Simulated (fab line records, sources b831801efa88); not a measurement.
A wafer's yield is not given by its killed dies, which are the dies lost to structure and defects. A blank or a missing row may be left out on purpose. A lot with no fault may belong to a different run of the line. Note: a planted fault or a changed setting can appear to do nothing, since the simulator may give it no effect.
One fault through the eyes of 2 desks    flow sky130    only its own numbers are on each desk; what lay behind them is given at the end

DESK OF THE TOOL OWNER: pvdSputter-04
The tool's own readings at SKY_LI_CONTACT_SPUTTER_20 (material TiN, target thk 20 nm, time 80 s): means of the sampled wafers that have a number, for each lot that ran on this tool. The brackets show how far a lot's mean lies from the usual mean; more than 4 standard deviations puts the lot out of limits, marked OUT.
Columns: A = cathodeDcPowerW at SKY_LI_CONTACT_SPUTTER_20, usual 3999.9 W; B = throttleValvePct at SKY_LI_CONTACT_SPUTTER_20, usual 29.7 %
lot   first seen here  A                         B
L810  day 30 09:41     4000.0                    30.0
L811  day 30 13:50     3784.8 (-99 or more) OUT  29.9
L812  day 30 19:50     3784.2 (-99 or more) OUT  29.3
L825  day 35 08:20     4000.1                    29.2
L826  day 35 09:35     4000.3                    30.0
This desk's verdict: out of limits on L811, L812, starting with L811 at day 30 13:50 (cathodeDcPowerW at SKY_LI_CONTACT_SPUTTER_20). L810, L825, L826 stayed within limits.

METROLOGY DESK
What the gauges read for every lot (on any tool): the sampled wafers with a number, averaged. The brackets show how far a lot's mean lies from the usual mean; more than 4 standard deviations puts the lot out of limits, marked OUT.
Columns: A = SD_N_OVL at SKY_SD_N_OVL_MEAS_08, usual -1.1 nm; B = LI_CONTACT_W_THK at SKY_LI_CONTACT_THK_MEAS_23, usual 405 nm; C = CONTACT_CVD_00_THK at SKY_CONTACT_THK_MEAS_01, usual 75.5 nm
lot   first seen here  A     B    C
L807  day 27 10:30     -0.7  409  73.3
L808  day 28 05:10     0.9   414  76.2
L810  day 29 02:59     0.3   404  76.6
L811  day 29 08:04     0.8   405  75.7
L812  day 29 13:40     -0.3  407  74.9
L821  day 32 18:22     -1.2  415  74.2
L822  day 33 04:29     -1.9  405  75.6
L824  day 33 17:49     -1.5  414  75.4
L825  day 34 03:20     -1.2  404  75.3
L826  day 34 04:08     -1.4  403  74.9
L827  day 34 14:34     0.6   398  75.3
L828  day 34 20:03     -0.7  401  76.2
L829  day 35 02:15     -2.5  401  75.8
L830  day 35 23:22     -1.1  395  75.7
This desk's finding: nothing out of limits on any of the 14 lots.

BROUGHT TOGETHER
The tool owner's desk had the chance to raise an alarm at day 30 13:50 on L811, L812.
At the metrology desk, nothing out of limits was observed.
The metrology desk holds a record of L811, L812, inside its limits.
Every lot named ran SKY_LI_CONTACT_SPUTTER_20 on pvdSputter-04.

WHAT WAS PUT IN BY THE SIMULATOR
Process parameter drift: pvdSputter-04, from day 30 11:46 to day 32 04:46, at SKY_LI_CONTACT_SPUTTER_20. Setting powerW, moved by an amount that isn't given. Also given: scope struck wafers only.
Lots struck among those shown: L811, L812.
Each desk's first reading out of limits, in hours after the fault started: the tool owner's desk, 2.
